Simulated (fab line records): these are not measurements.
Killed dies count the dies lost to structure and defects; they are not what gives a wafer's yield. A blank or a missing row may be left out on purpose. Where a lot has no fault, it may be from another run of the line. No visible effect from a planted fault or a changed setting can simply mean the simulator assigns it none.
A single fault, viewed from 2 desks ; flow sfq_line ; every desk sees just its own numbers, and what lay behind them comes last

== THE METROLOGY DESK ==
What the gauges read, lot by lot, whatever tool the lot ran on: means of the sampled wafers that have a number. A lot is out of limits, marked OUT, if its mean lies more than 4 standard deviations from the usual mean; the brackets give that distance.
Columns: A = I1_OVL at SFQ_I1_OVL_MEAS_913, usual 2 nm; B = M2_NB_RS at SFQ_M2_RS_MEAS_914, usual 0.889 ohm/sq; C = M2_OVL at SFQ_M2_OVL_MEAS_916, usual -2 nm; D = I2_BOW at SFQ_I2_BOW_MEAS_917, usual 2 um; E = I2_OVL at SFQ_I2_OVL_MEAS_918, usual 0 nm; F = M3_NB_RS at SFQ_M3_RS_MEAS_919, usual 0.892 ohm/sq; G = M8_BOW at SFQ_M8_BOW_MEAS_951, usual 10 um
lot;first seen here;A;B;C;D;E;F;G
L100;day 23 12:43;7;0.881;-5;-1;-0;0.898;9
L101;day 23 15:07;3;0.888;9;-7;-5;0.901;-10
L111;day 28 21:37;3;0.875;-1;-9;-0;0.903;10
L112;day 29 00:01;2;0.896;2;5;0;0.878;16
L113;day 29 01:13;3;0.901;-2;6;-2;0.887;18
L119;day 29 12:39;1;0.886;-4;1;7;0.898;-5
L122;day 36 07:58;-5;0.879;-2;0;-0;0.879;-5
Result from this desk: across the 7 lots, nothing is out of limits.

== DESK OF THE TOOL OWNER: krf_scanner-02 ==
The tool's own readings at SFQ_TRILAYER_M2_LITHO_EXPOSE_058 (exposes mask M2, target cd 500 nm): means of the sampled wafers that have a number, for each lot that ran on this tool. A lot is out of limits, marked OUT, if its mean lies more than 4 standard deviations from the usual mean; the brackets give that distance.
Columns: A = exposure_dose_mJ_cm2 at SFQ_TRILAYER_M2_LITHO_EXPOSE_058, usual 14.401; B = stage_vel_mm_s at SFQ_TRILAYER_M2_LITHO_EXPOSE_058, usual 500.03 mm/s
lot;first seen here;A;B
L100;day 30 00:21;14.414;500.12
L111;day 35 10:08;11.257 (-99 or more) OUT;499.86
L112;day 35 12:44;11.270 (-99 or more) OUT;499.94
L113;day 35 13:32;11.266 (-99 or more) OUT;499.98
This desk's verdict: out of limits on L111, L112, L113, starting with L111 at day 35 10:08 (exposure_dose_mJ_cm2 at SFQ_TRILAYER_M2_LITHO_EXPOSE_058). In limits: L100.

== BROUGHT TOGETHER ==
At day 35 10:08, on L111, L112, L113, the tool owner's desk was in a position to raise an alarm.
Nothing out of limits was seen by the metrology desk.
The metrology desk holds a record of L111, L112, L113, inside its limits.
SFQ_TRILAYER_M2_LITHO_EXPOSE_058 was run on krf_scanner-02 by each of the lots named.

== WHAT HAD BEEN PUT IN BY THE SIMULATOR ==
Process parameters drifting: krf_scanner-02 at SFQ_TRILAYER_M2_LITHO_EXPOSE_058, beginning at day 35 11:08. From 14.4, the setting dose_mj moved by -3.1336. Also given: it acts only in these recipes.
Shown lots that were struck: L111, L112, L113.
